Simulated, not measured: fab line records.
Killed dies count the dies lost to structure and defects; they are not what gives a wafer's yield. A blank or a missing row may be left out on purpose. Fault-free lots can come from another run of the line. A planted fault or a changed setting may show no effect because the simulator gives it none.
One fault through the eyes of 2 desks | flow gf180mcu | every desk sees just its own numbers, and what lay behind them comes last

## METROLOGY DESK
Lot by lot, what the gauges showed, no matter which tool ran the lot: averages of those sampled wafers that carry a number. The brackets show how far a lot's mean lies from the usual mean; more than 4 standard deviations puts the lot out of limits, marked OUT.
Columns: A = MIM_ALCU_THK at GF_MIM_THK_MEAS_11, usual 201.5 nm; B = cd_nm at GF_M5_CD_MEAS_07, usual 279.6 nm
lot  | first seen here | A     | B
L771 | day 24 07:27    | 202.9 | 279.6
L772 | day 24 20:45    | 202.1 | 280.1
L774 | day 25 09:43    | 203.7 | 278.9
L776 | day 26 06:55    | 201.2 | 280.7
L778 | day 26 18:59    | 199.7 | 278.9
L780 | day 27 14:16    | 200.0 | 279.1
L781 | day 27 20:41    | 201.3 | 280.2
L782 | day 28 05:40    | 202.8 | 280.4
L783 | day 28 09:43    | 199.0 | 277.5
L784 | day 28 23:47    | 202.0 | 277.9
L785 | day 29 06:49    | 201.4 | 277.8
L792 | day 31 00:49    | 200.0 | 278.9
L793 | day 31 03:15    | 201.0 | 279.0
This desk's finding: nothing out of limits on any of the 13 lots.

## DESK OF THE TOOL OWNER: litho_track-01
Per lot that ran on this tool, the mean of the sampled wafers carrying a number, from the tool's own readings at GF_M5_SOFTBAKE_03 (time 60 s). The brackets show how far a lot's mean lies from the usual mean; more than 4 standard deviations puts the lot out of limits, marked OUT.
Columns: A = plate_temp_C at GF_M5_SOFTBAKE_03, usual 129.97 C; B = run_length_s at GF_M5_SOFTBAKE_03, usual 89.14 s
lot  | first seen here | A      | B
L776 | day 27 14:20    | 130.00 | 89.01
L778 | day 28 02:02    | 130.00 | 88.94
L780 | day 28 19:43    | 130.03 | 88.97
L782 | day 29 10:26    | 130.08 | 88.95
L783 | day 29 14:38    | 129.94 | 104.09 (+83) OUT
L785 | day 30 10:53    | 129.89 | 96.60 (+41) OUT
This desk finds L783, L785 out of limits, L783 being first, at day 29 14:38 (run_length_s at GF_M5_SOFTBAKE_03). L776, L778, L780, L782 stayed within limits.

## ALL TOGETHER
The tool owner's desk could have raised an alarm at day 29 14:38, on L783, L785.
Nothing out of limits was seen by the metrology desk.
The metrology desk has L783, L785 on record, within its limits.
GF_M5_SOFTBAKE_03 was run on litho_track-01 by each of the lots named.

## WHAT WAS PUT IN BY THE SIMULATOR
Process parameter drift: litho_track-01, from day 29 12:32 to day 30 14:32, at GF_M5_SOFTBAKE_03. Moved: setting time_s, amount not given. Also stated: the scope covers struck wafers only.
Lots struck among those shown: L783, L785.
Time in hours from fault onset to the first out-of-limits reading at each desk: the tool owner's desk, 2.
